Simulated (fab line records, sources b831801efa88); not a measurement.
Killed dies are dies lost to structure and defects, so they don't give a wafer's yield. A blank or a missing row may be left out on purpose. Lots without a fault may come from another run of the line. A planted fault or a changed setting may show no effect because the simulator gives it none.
Problem report in the 8D (eight disciplines) form, filled by code | flow gf180mcu | the parts of the form that need people (team, actions taken, sign-off) are left out

1. THE PROBLEM
M1_ALCU_RS at GF_M1_RS_MEAS_05 reads a mean of 0.0778 ohm/sq on 2 wafers of 2 lots; wafers without a fault read 0.0692 ohm/sq with a standard deviation of 0.001. That is +8.6 standard deviations from the usual mean.
The step: measures by four-point-probe.
First seen on wafer L172.2, day 21 03:13, on film_metro-04. The record holds 33 wafers of 11 lots with a number at this step. Rule for "out", or "out of limits": more than 4 standard deviations from the usual mean. The other wafers with a number count as sound.

2. WHAT IT IS AND WHAT IT IS NOT
question                    | is                | is not
which readings at this step | M1_ALCU_RS        | -
which lots                  | L172, L175        | L158, L160, L164, L165, L166, L169, L177, L179, L180
which wafers of those lots  | L172.2, L175.2    | L172.3, L172.4, L175.1, L175.4
read on which gauges        | film_metro-04     | film_metro-01, film_metro-03
when                        | from day 21 03:13 | up to then (20 sound wafers); but 11 sound wafers of L175, L177, L179, L180 came after

3. SUSPECTS, AND WHAT RULES EACH OUT
Counting: a tool at a process step up to the reading stays a suspect if it ran every lot that is out. Sound lots after the first of them don't rule it out here, since some wafers of a struck lot are sound.
- the gauge at GF_M1_RS_MEAS_05: kept. All the wafers that are out were read on film_metro-04, and no step on other tools shows them out.
- plasma_asher-04 at GF_VT_IMPLANT_STRIP_31 (strips in O2/N2): kept. It ran every lot that is out, first L172 (day 10 10:10); its last sound lot up to then is L164 (day 8 07:34).
- pvd_sputter-01 at GF_M1_SPUTTER_02 (material AlCu, target thk 450 nm, time 23.9 s): kept. It ran every lot that is out, first L172 (day 21 03:07); its last sound lot up to then is L166 (day 18 17:35).
- pvd_sputter-01 at GF_M1_SPUTTER_03 (material Ti, target thk 10 nm, time 6.7 s): kept. It ran every lot that is out, first L172 (day 21 03:08); its last sound lot up to then is L166 (day 18 17:37).
Left after counting: plasma_asher-04 at GF_VT_IMPLANT_STRIP_31, pvd_sputter-01 at GF_M1_SPUTTER_02, pvd_sputter-01 at GF_M1_SPUTTER_03, film_metro-04 at GF_M1_RS_MEAS_05.

4. THE CAUSE (what the simulator had put in)
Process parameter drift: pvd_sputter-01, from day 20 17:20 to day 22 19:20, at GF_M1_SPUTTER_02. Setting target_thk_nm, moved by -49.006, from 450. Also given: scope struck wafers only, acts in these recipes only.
Counting left 4 suspects, and this tool is among them.

5. THE CHAIN OF EFFECTS, in route order
Each row: a reading whose mean over the struck wafers that have a number lies more than 3 standard deviations from the usual. Only readings for which the record gives a usual standard deviation are gone through. hours: the time from each lot's start at the first step in this table that gives one to its start at this step, as a median over the lots. sigmas: the change in usual standard deviations.
hours | step              | reading     | usual         | on struck wafers | change  | sigmas
0     | GF_M1_RS_MEAS_05  | M1_ALCU_RS  | 0.0692 ohm/sq | 0.0778           | +0.0086 | +8.6
0     | GF_M1_THK_MEAS_06 | M1_ALCU_THK | 455 nm        | 404              | -50     | -7.3
Later measuring or inspecting steps at which every struck wafer that the step has a row for has a number for every such reading, and none has moved that far: GF_V2_THK_MEAS_01.

6. WHAT WOULD HAVE CAUGHT IT SOONER
In this record the first reading out of limits at a measuring or inspecting step was taken at day 21 03:13, 10 hours after the fault began at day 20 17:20.
Of the tool readings at GF_M1_SPUTTER_02 for which the record gives a usual standard deviation, none was out on any struck wafer, so an alarm limit of 4 standard deviations on them would not have fired.
Of the lots that are out (2), L175 began GF_M1_SPUTTER_02 on pvd_sputter-01 after day 21 03:13. A hold on the tool at that time would have spared it.
